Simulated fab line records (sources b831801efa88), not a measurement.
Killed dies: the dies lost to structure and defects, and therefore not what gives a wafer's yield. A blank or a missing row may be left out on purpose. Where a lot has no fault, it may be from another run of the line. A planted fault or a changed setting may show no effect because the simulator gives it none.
Matching of chambers / flow sky130 / SKY_PASSIVATION_CVD_02 on pecvd-03: 3 sister chambers
The step deposits Si3N4, target thk 540 nm. 16 wafers are shown with their chamber, then 8 later ones without.

== WAFERS, EACH WITH ITS CHAMBER ==
wafer=L075.3; chamber=2; heaterPowerW (W)=657
wafer=L075.4; chamber=0; heaterPowerW (W)=753
wafer=L075.5; chamber=2; heaterPowerW (W)=678
wafer=L076.1; chamber=0; heaterPowerW (W)=662
wafer=L076.2; chamber=2; heaterPowerW (W)=680
wafer=L076.4; chamber=0; heaterPowerW (W)=684
wafer=L077.4; chamber=2; heaterPowerW (W)=587
wafer=L077.5; chamber=2; heaterPowerW (W)=613
wafer=L077.6; chamber=1; heaterPowerW (W)=800
wafer=L079.2; chamber=1; heaterPowerW (W)=764
wafer=L079.4; chamber=2; heaterPowerW (W)=697
wafer=L079.6; chamber=1; heaterPowerW (W)=832
wafer=L083.1; chamber=0; heaterPowerW (W)=747
wafer=L083.4; chamber=0; heaterPowerW (W)=755
wafer=L083.5; chamber=1; heaterPowerW (W)=788
wafer=L092.1; chamber=0; heaterPowerW (W)=701

SIGNATURES (means of the wafers above)
reading=heaterPowerW; chamber 0=717.00; chamber 1=796.00; chamber 2=652.00; scatter within a chamber=38.9
Rule: distance of a wafer from a chamber = root of the sum over the readings of ((wafer's reading minus chamber's mean) / reading's scatter) squared. The wafer belongs to the nearest chamber; if the next one is less than 2 further off, it can't be placed. The scatter: take each reading less its chamber's mean, square it, sum over the shown wafers, divide by the number of wafers less the number of chambers, and take the root.

== WAFERS WITHOUT THEIR CHAMBER ==
wafer=L092.2; heaterPowerW (W)=720
wafer=L092.4; heaterPowerW (W)=809
wafer=L095.1; heaterPowerW (W)=811
wafer=L095.2; heaterPowerW (W)=697
wafer=L095.3; heaterPowerW (W)=636
wafer=L096.3; heaterPowerW (W)=828
wafer=L096.4; heaterPowerW (W)=667
wafer=L096.5; heaterPowerW (W)=661

== CHAMBER TAKEN BY EACH ==
wafer=L092.2; from the rows above=can't be placed: 0 or 2 or 1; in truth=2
wafer=L092.4; from the rows above=1; in truth=1
wafer=L095.1; from the rows above=1; in truth=1
wafer=L095.2; from the rows above=can't be placed: 0 or 2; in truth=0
wafer=L095.3; from the rows above=can't be placed: 2 or 0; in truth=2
wafer=L096.3; from the rows above=1; in truth=1
wafer=L096.4; from the rows above=can't be placed: 2 or 0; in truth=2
wafer=L096.5; from the rows above=can't be placed: 2 or 0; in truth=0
Correct placement for 3 of the 8. These rows do not allow placing 5 (true chamber among the candidates in 5). Number placed wrongly: 0.
